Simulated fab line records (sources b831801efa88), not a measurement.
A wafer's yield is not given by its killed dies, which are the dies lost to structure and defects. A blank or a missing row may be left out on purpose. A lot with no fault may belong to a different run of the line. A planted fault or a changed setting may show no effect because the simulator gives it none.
Chamber matching / flow sky130 / SKY_FIELD_ISO_ETCH_17 on rieSi-01 has 4 sister chambers
The step etches Si in HBr/Cl2/O2, target depth 342 nm, time 97.7 s. 14 wafers are shown with their chamber, then 7 later ones without.

WAFERS PAIRED WITH THEIR CHAMBERS
wafer=L744.1; chamber=3; runLengthS (s)=126.0; oesProductAu (a.u.)=1.003; throttleValvePct (%)=25.652
wafer=L744.4; chamber=2; runLengthS (s)=125.4; oesProductAu (a.u.)=0.995; throttleValvePct (%)=25.660
wafer=L744.6; chamber=0; runLengthS (s)=126.3; oesProductAu (a.u.)=0.998; throttleValvePct (%)=25.660
wafer=L745.1; chamber=3; runLengthS (s)=126.1; oesProductAu (a.u.)=0.983; throttleValvePct (%)=25.670
wafer=L745.3; chamber=1; runLengthS (s)=126.2; oesProductAu (a.u.)=0.986; throttleValvePct (%)=25.669
wafer=L745.4; chamber=2; runLengthS (s)=125.9; oesProductAu (a.u.)=1.001; throttleValvePct (%)=25.671
wafer=L746.3; chamber=1; runLengthS (s)=126.0; oesProductAu (a.u.)=0.991; throttleValvePct (%)=25.657
wafer=L746.4; chamber=3; runLengthS (s)=126.3; oesProductAu (a.u.)=1.000; throttleValvePct (%)=25.643
wafer=L746.6; chamber=0; runLengthS (s)=126.3; oesProductAu (a.u.)=0.995; throttleValvePct (%)=25.645
wafer=L750.3; chamber=0; runLengthS (s)=127.0; oesProductAu (a.u.)=1.000; throttleValvePct (%)=25.652
wafer=L750.4; chamber=1; runLengthS (s)=125.9; oesProductAu (a.u.)=0.981; throttleValvePct (%)=25.681
wafer=L750.6; chamber=3; runLengthS (s)=126.1; oesProductAu (a.u.)=0.983; throttleValvePct (%)=25.659
wafer=L752.2; chamber=2; runLengthS (s)=125.3; oesProductAu (a.u.)=1.001; throttleValvePct (%)=25.665
wafer=L752.4; chamber=3; runLengthS (s)=126.2; oesProductAu (a.u.)=0.973; throttleValvePct (%)=25.662

SIGNATURES (means of the wafers above)
reading=runLengthS; chamber 0=126.533; chamber 1=126.033; chamber 2=125.533; chamber 3=126.140; scatter within a chamber=0.251
reading=oesProductAu; chamber 0=0.99767; chamber 1=0.98600; chamber 2=0.99900; chamber 3=0.98840; scatter within a chamber=0.00854
reading=throttleValvePct; chamber 0=25.65233; chamber 1=25.66900; chamber 2=25.66533; chamber 3=25.65720; scatter within a chamber=0.00938
Rule: distance of a wafer from a chamber = root of the sum over the readings of ((wafer's reading minus chamber's mean) / reading's scatter) squared. If the next closest chamber is less than 2 further off than the closest, the wafer can't be placed; otherwise it belongs to the closest. How the scatter is found: for the shown wafers, subtract from each reading the mean of its chamber, square and add these, divide the total by (wafers less chambers), then take the root.

WAFERS WITHOUT THEIR CHAMBER
wafer=L752.5; runLengthS (s)=126.1; oesProductAu (a.u.)=0.991; throttleValvePct (%)=25.672
wafer=L762.1; runLengthS (s)=126.6; oesProductAu (a.u.)=1.001; throttleValvePct (%)=25.655
wafer=L762.2; runLengthS (s)=126.4; oesProductAu (a.u.)=0.988; throttleValvePct (%)=25.647
wafer=L762.5; runLengthS (s)=127.0; oesProductAu (a.u.)=0.997; throttleValvePct (%)=25.661
wafer=L763.1; runLengthS (s)=126.3; oesProductAu (a.u.)=0.998; throttleValvePct (%)=25.641
wafer=L763.3; runLengthS (s)=125.3; oesProductAu (a.u.)=1.003; throttleValvePct (%)=25.658
wafer=L763.6; runLengthS (s)=126.6; oesProductAu (a.u.)=0.999; throttleValvePct (%)=25.653

THE CHAMBER EACH PASSED THROUGH
wafer=L752.5; from the rows above=can't be placed: 1 or 3 or 2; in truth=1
wafer=L762.1; from the rows above=can't be placed: 0 or 3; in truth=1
wafer=L762.2; from the rows above=can't be placed: 0 or 3 or 1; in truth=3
wafer=L762.5; from the rows above=can't be placed: 0 or 3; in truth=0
wafer=L763.1; from the rows above=can't be placed: 0 or 3 or 1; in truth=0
wafer=L763.3; from the rows above=2; in truth=2
wafer=L763.6; from the rows above=can't be placed: 0 or 3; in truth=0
Correct placement for 1 of the 7. These rows do not allow placing 6 (true chamber among the candidates in 5). Placed wrongly: 0.
